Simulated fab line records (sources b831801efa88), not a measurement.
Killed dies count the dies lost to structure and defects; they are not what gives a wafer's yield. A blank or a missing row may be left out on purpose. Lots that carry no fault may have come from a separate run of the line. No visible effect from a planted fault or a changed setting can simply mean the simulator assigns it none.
Which tool was responsible?    flow gf180mcu    42 wafers from 14 lots sampled at 2 of the route's 602 steps

WHAT THE GAUGES READ, wafer by wafer
GF_STI_THK_MEAS_02.
lot   measured     on             STI_OXIDATION_THK (nm)
L746  day 1 16:37  film_metro-01  9.90 9.81 9.91
L750  day 2 13:28  film_metro-02  10.02 9.82 9.81
L751  day 2 17:31  film_metro-02  9.94 9.73 9.85
L752  day 2 22:31  film_metro-02  9.97 10.09 10.14
L759  day 4 10:10  film_metro-01  10.00 10.01 10.02
L760  day 4 15:01  film_metro-02  10.07 9.86 9.83
L761  day 4 19:31  film_metro-01  9.92 10.09 9.91
L762  day 5 01:06  film_metro-02  9.93 9.89 10.09
L763  day 5 06:35  film_metro-02  10.08 10.05 10.27
L764  day 5 11:46  film_metro-01  10.21 10.32 10.30
L765  day 5 15:32  film_metro-02  9.89 9.95 9.97
L766  day 5 20:55  film_metro-02  9.86 9.75 9.78
L767  day 6 02:14  film_metro-02  9.85 9.92 9.73
L768  day 6 06:44  film_metro-02  9.79 9.63 9.75

GF_STI_THK_MEAS_22.
lot   measured     on             STI_OXIDATION_01_THK (nm)
L746  day 2 08:40  film_metro-01  15.03 15.11 15.22
L750  day 3 06:58  film_metro-01  14.51 14.65 14.46
L751  day 3 10:52  film_metro-02  15.06 15.07 14.90
L752  day 3 14:59  film_metro-01  14.60 14.75 14.55
L759  day 5 04:26  film_metro-01  14.99 14.85 14.77
L760  day 5 10:21  film_metro-01  14.94 14.98 14.95
L761  day 5 13:35  film_metro-04  14.69 14.36 14.62
L762  day 5 19:31  film_metro-01  14.74 14.97 14.77
L763  day 6 00:49  film_metro-04  14.79 14.79 14.81
L764  day 6 05:20  film_metro-04  14.24 14.51 14.49
L765  day 6 10:31  film_metro-01  14.90 14.82 15.18
L766  day 6 17:20  film_metro-01  14.88 14.82 14.95
L767  day 6 22:07  film_metro-01  15.28 15.16 15.23
L768  day 7 03:23  film_metro-04  15.06 15.15 15.12

EACH LOT AND THE TOOL THAT RAN IT (in order: tool; ch and the chambers of the sampled wafers; start)
No process step before these readings appears in the record.

WHAT THE TOOLS THEMSELVES READ (means of the sampled wafers that have a number; where no wafer has one, the mark that the record gives instead)
The record holds no such reading with a usual standard deviation.

THE ANSWER, worked out from the rows above alone
Rule: usual is defined by the lots themselves. The widest of any qualifying gaps counts: lots, ordered by their means at a reading, are off when they make up no more than a third of the lots, leave a main group of 4 or more, and stand apart from it by 3 or more times the standard deviation of that group's means. The tables above print the reading to a certain number of digits; a main group whose means all agree to those digits is not used. A lot without any number at a reading at which 4 lots or more have one is off too. Any other lot the step has rows for is counted as sound. Order of review: gauges by route order, followed by the tools' own readings, for which a lot's mean as printed above is used. The first step at which some lot is off is used, and at that step the reading that is off furthest; a lot without a number counts as furthest.
None of the lots is off at any reading shown; this tells nothing.

WHAT THE SIMULATOR PUT IN
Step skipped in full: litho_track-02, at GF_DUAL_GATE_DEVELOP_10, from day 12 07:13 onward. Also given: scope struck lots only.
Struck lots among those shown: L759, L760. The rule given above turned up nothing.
